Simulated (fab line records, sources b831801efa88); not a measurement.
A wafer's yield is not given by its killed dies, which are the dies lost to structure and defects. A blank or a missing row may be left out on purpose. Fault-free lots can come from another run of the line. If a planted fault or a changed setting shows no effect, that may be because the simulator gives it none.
Matching of chambers    flow sky130    rie diel-01 running SKY_VIA2_ETCH_14: 4 sister chambers
The step etches BARC in N2/H2, stops on SiO2, time 45.9 s, target depth 60 nm. 4 wafers are shown with their chamber, then 7 later ones without.

EACH WAFER AND ITS CHAMBER
wafer   chamber  drypump motor current A (A)
L452.5  3        5.7
L458.4  2        5.8
L466.2  0        5.9
L466.4  1        5.0

WAFERS WITHOUT THEIR CHAMBER
wafer   drypump motor current A (A)
L466.5  5.9
L468.4  5.7
L468.5  4.9
L468.6  5.8
L471.1  5.8
L471.4  4.9
L471.6  5.9

EACH ONE'S CHAMBER
wafer   from the rows above           in truth
L466.5  can't be placed: 0 or 2       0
L468.4  can't be placed: 3 or 2       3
L468.5  1                             1
L468.6  can't be placed: 2 or 3 or 0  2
L471.1  can't be placed: 2 or 3 or 0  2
L471.4  1                             1
L471.6  can't be placed: 0 or 2       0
Correctly placed: 2 of 7. These rows do not allow placing 5 (true chamber among the candidates in 5). Number placed wrongly: 0.
How it was worked out, from the rows above alone: a wafer's distance from a chamber is the root of the sum, over the readings, of the square of ((its reading less the chamber's mean) divided by the reading's scatter). If the next closest chamber is less than 2 further off than the closest, the wafer can't be placed; otherwise it belongs to the closest. The mean given for a chamber averages the wafers shown for that chamber. The scatter: with one shown wafer a chamber, the root of the mean of the squares of how far each hidden wafer lies from its nearest shown one.
